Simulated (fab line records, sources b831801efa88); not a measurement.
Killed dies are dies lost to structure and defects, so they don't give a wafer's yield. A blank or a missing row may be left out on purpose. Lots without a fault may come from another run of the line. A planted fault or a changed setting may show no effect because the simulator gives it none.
Which tool did it? | flow sfq_line | 7 lots, 21 wafers sampled, at 1 step of a route of 325

WHAT THE GAUGES READ, wafer by wafer
SFQ_INCOMING_BOW_MEAS_900.
lot  | measured    | on            | INCOMING_BOW (um)
L668 | day 1 15:00 | film_metro-04 | -3 4 0
L670 | day 2 01:00 | film_metro-02 | -6 -3 4
L673 | day 2 16:00 | film_metro-04 | 8 -1 -17
L677 | day 3 12:00 | film_metro-02 | -6 1 -3
L680 | day 4 03:00 | film_metro-04 | 12 6 -5
L682 | day 4 13:01 | film_metro-04 | -10 -15 -3
L689 | day 6 00:00 | film_metro-02 | -2 -3 -2

WHICH TOOL RAN EACH LOT (tool, then ch and the chambers of the sampled wafers, then the start)
The record holds no process step before these readings.

THE ANSWER, worked out from the rows above alone
Rule: what is usual is taken from the lots themselves. Put in order of their means at a reading, lots are off if they are a third of the lots or fewer, leave a main group of 4 or more, and stand apart from it by a gap of 3 or more times the standard deviation of the main group's means; of several such gaps the widest counts. A main group whose means are all the same, to the digits that the tables above print for the reading, isn't used. A lot without any number at a reading at which 4 lots or more have one is off too. The other lots that the step has rows for count as sound.
No lot is off at any reading shown: from this, nothing can be told.

WHAT THE SIMULATOR HAD PUT IN
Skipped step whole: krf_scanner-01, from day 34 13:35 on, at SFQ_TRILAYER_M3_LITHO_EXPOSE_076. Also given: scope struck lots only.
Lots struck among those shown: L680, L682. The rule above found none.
